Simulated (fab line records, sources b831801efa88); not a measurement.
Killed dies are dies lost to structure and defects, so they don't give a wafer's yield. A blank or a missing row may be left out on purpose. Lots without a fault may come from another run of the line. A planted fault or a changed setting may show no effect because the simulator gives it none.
A struck lot beside a sound one | flow gf180mcu | 14 steps out of a route of 602
Sound: wafers L146.3, L146.5, L146.6. Struck: wafers L161.1, L161.2, L161.6. The cause comes at the end.
At each step with rows: each side's tool, then ch and its chambers, then its first start. Under that, the readings that differ: sound wafers | struck wafers | difference of the means | sigmas: that difference in standard deviations of wafers without a fault.
alike: readings whose means differ by less than 2 such deviations, and words and numbers that are the same on both sides. not compared: withheld readings, readings that some wafer has no value for, bounds like >300 that may hide the same value, and numbers for which the record gives no deviation and whose values overlap.
The two part at a step that has a row with sigmas, a row that says differs or no value, or rows on one side only. Numbers that don't overlap but have no deviation are shown without sigmas and don't part them. A reading that every wafer of one side lacks parts them only if that side has two wafers or more.

first, 1 step without rows for these wafers: GF_DUAL_GATE_WET_ETCH_12 (etches SiO2 in dHF, target depth 13 nm, time 260 s).
GF_DUAL_GATE_STRIP_13: strips in O2/N2.
  sound on plasma_asher-01 ch 0,1, day 9 18:35; struck on plasma_asher-04 ch 0,1, day 14 03:44
  alike: drypump_motor_current_A, heater_power_w, oes_product_au, strip_time_to_endpoint_s
  not compared: rf_hours_counter_h
then, 3 steps without rows for these wafers: GF_DUAL_GATE_CLEAN_14 (cleans in SC1/SC2, time 150 s); GF_DUAL_GATE_OXIDATION_15 (stabilise 600 s, purge 300 s, target thk 7.098 nm); GF_POLY_GATE_CVD_00 (deposits poly-Si, target thk 200 nm, time 1200 s).
GF_POLY_GATE_THK_MEAS_01:
  sound on film_metro-03, day 9 21:49; struck on film_metro-02, day 14 07:24
  alike: POLY_GATE_CVD_00_THK
then, 6 steps without rows for these wafers: GF_POLY_GATE_DEHYDRATE_02 (time 60 s); GF_POLY_GATE_HMDS_03 (prime time 60 s); GF_POLY_GATE_COAT_04; GF_POLY_GATE_COAT_05 (resist thk 700 nm); GF_POLY_GATE_SOFTBAKE_06 (time 60 s); GF_POLY_GATE_EXPOSE_07 (exposes mask Poly2, target cd 280 nm).
GF_POLY_GATE_PEB_08: peb time 90 s.
  sound on litho_track-03 ch 0, day 10 14:57; struck on litho_track-03, day 15 04:26
  no value came back on the struck wafers for chill_plate_temp_C (C), exhaust_pa (Pa), plate_temp_C (C); on the sound wafers chill_plate_temp_C (C) reads 22.95 23.07 23.09
then, 1 step without rows for these wafers: GF_POLY_GATE_DEVELOP_09 (develop time 60 s).

WHERE THEY PART
Only at GF_POLY_GATE_PEB_08, within this record.

WHY: what the simulator had put in
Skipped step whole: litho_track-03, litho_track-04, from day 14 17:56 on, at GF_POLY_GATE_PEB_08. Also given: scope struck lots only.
